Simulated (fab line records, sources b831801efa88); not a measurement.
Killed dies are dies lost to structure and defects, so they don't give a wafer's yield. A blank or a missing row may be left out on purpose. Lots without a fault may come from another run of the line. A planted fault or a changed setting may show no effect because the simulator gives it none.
A struck lot beside a sound one | flow sky130 | 16 steps out of a route of 708
Sound: wafers L314.1, L314.3, L314.6. Struck: wafers L304.1, L304.2, L304.4. The cause comes at the end.
At each step with rows: each side's tool, then ch and its chambers, then its first start. Under that, the readings that differ: sound wafers | struck wafers | difference of the means | sigmas: that difference in standard deviations of wafers without a fault.
alike: readings whose means differ by less than 2 such deviations, and words and numbers that are the same on both sides. not compared: withheld readings, readings that some wafer has no value for, bounds like >300 that may hide the same value, and numbers for which the record gives no deviation and whose values overlap.
The two part at a step that has a row with sigmas, a row that says differs or no value, or rows on one side only. Numbers that don't overlap but have no deviation are shown without sigmas and don't part them. A reading that every wafer of one side lacks parts them only if that side has two wafers or more.

first, 5 steps without rows for these wafers: SKY_POLY_GATE_COAT_08 (resist thk 450 nm); SKY_POLY_GATE_SOFTBAKE_09 (time 90 s); SKY_POLY_GATE_EXPOSE_10 (exposes mask P1M, target cd 150 nm); SKY_POLY_GATE_PEB_11; SKY_POLY_GATE_DEVELOP_12 (develop time 60 s).
SKY_POLY_GATE_CD_MEAS_13: target cd 150 nm.
  sound on cd_sem-02, day 23 01:55; struck on cd_sem-02, day 18 23:19
  alike: cd_nm
SKY_POLY_GATE_OVL_MEAS_14:
  sound on overlay-02, day 23 02:04; struck on overlay-02, day 18 23:26
  alike: POLY_GATE_OVL
SKY_POLY_GATE_ETCH_15: etches BARC in N2/H2, stops on SiO2, time 118.5 s, target depth 110 nm.
  sound on rie_diel-04 ch 1,2,3, day 23 02:05; struck on rie_diel-02 ch 1,2,3, day 18 23:28
  alike: drypump_motor_current_A, oes_product_au, throttle_valve_pct
  not compared: rf_hours_counter_h
SKY_POLY_GATE_ETCH_16: etches Si3N4 in CH3F/O2, stops on poly-Si, time 147.5 s, target depth 75 nm.
  sound on rie_diel-04 ch 1,2,3, day 23 02:10; struck on rie_diel-02 ch 1,2,3, day 18 23:34
  reading                | sound                | struck               | difference | sigmas
  throttle_valve_pct (%) | 10.518 10.524 10.524 | 10.533 10.539 10.547 | +0.018     | +2
  alike: drypump_motor_current_A, oes_product_au
  not compared: rf_hours_counter_h
SKY_POLY_GATE_ETCH_17: etches poly-Si in HBr/Cl2, stops on SiO2, target depth 180 nm, time 70.5 s.
  sound on rie_si-01 ch 0,1,3, day 23 02:16; struck on rie_si-02 ch 2,3, day 18 23:39
  alike: drypump_motor_current_A, mfc_cl2_sccm, oes_product_au, throttle_valve_pct
  not compared: rf_hours_counter_h
SKY_POLY_GATE_STRIP_18: strips in O2/N2.
  sound on plasma_asher-03 ch 0,1, day 23 02:20; struck on plasma_asher-03 ch 0,1, day 18 23:43
  alike: drypump_motor_current_A, oes_product_au, strip_time_to_endpoint_s
  not compared: rf_hours_counter_h
then, 1 step without rows for these wafers: SKY_POLY_GATE_CLEAN_19 (cleans in SC1/SC2, time 150 s).
SKY_POLY_GATE_OXIDATION_20: stabilise 600 s, purge 300 s, target thk 4 nm.
  sound on furnace-01 ch 0, day 23 02:29; struck on furnace-02 ch 0, day 19 02:40
  reading                                          | sound                | struck               | difference | sigmas
  spike_tc_bottom_C (C)                            | 864.9 865.0 866.1    | 886.1 887.5 888.7    | +22.1      | +12
  spike_tc_centre_C (C)                            | 852.1 849.5 851.0    | 867.3 867.4 869.8    | +17.3      | +14
  spike_tc_lower_C (C)                             | 850.8 852.8 851.5    | 870.1 869.4 869.5    | +18.0      | +19
  spike_tc_top_C (C)                               | 860.6 860.3 861.2    | 876.1 874.7 875.1    | +14.6      | +6
  spike_tc_upper_C (C)                             | 849.4 851.6 850.0    | 866.7 869.4 867.8    | +17.6      | +15
  tube_center_temp_C (C)                           | 849.97 849.96 849.96 | 868.67 868.65 868.59 | +18.67     | +99 or more
  tube_center_temp_C_max                           | 852.1 851.6 852.6    | 871.1 871.0 870.7    | +18.8      | +54
  model.SiO2_of_POLY_GATE_OXIDATION_20.thk_nm (nm) | 3.985 3.922 3.917    | 5.031 5.054 5.087    | +1.116     |
SKY_POLY_GATE_THK_MEAS_21:
  sound on film_metro-03, day 23 03:44; struck on film_metro-04, day 19 03:55
  reading                      | sound          | struck         | difference | sigmas
  POLY_GATE_OXIDATION_THK (nm) | 4.00 3.93 3.96 | 5.01 5.03 5.06 | +1.07      | +16
SKY_POLY_GATE_CD_MEAS_22:
  sound on cd_sem-02, day 23 03:47; struck on cd_sem-02, day 19 03:58
  alike: cd_nm
-- the record jumps here: 29 days lie between the struck wafers' starts before and after (it left off in module POLY_GATE and takes up again in module PAD_OPEN, whose first step shown is number 708 of the route) --
SKY_PAD_OPEN_PROBE_99:
  sound on prober-02, day 50 16:25; struck on prober-02, day 48 02:01
  reading                         | sound             | struck            | difference | sigmas
  model.etest.tip_sonos.rs_ohm_sq | 2669 2673 2622    | 2838 2873 2905    | +217       |
  model.etest.tip_p.rs_ohm_sq     | 6767 6808 6781    | 6955 6944 6913    | +152       |
  model.etest.tip_n.rs_ohm_sq     | 443.9 444.4 441.6 | 463.6 464.1 459.9 | +19.2      |
  model.etest.res_pdiff.rs_ohm_sq | 191.5 193.8 192.3 | 203.4 204 205.1   | +11.6      |
  model.etest.res_ndiff.rs_ohm_sq | 120.7 120.2 119.5 | 122.5 123.2 123.1 | +2.8       |
  alike: killed_at_M0_to_M3, killed_at_M4_up, killed_at_contacts, killed_at_front_end, killed_at_other, killed_dies, killed_open, killed_short

WHERE THEY PART
First at SKY_POLY_GATE_ETCH_16; last, within this record, at SKY_POLY_GATE_THK_MEAS_21. Later steps at which nothing parts them and some readings are alike: SKY_POLY_GATE_CD_MEAS_22, SKY_PAD_OPEN_PROBE_99.

WHY: what the simulator had put in
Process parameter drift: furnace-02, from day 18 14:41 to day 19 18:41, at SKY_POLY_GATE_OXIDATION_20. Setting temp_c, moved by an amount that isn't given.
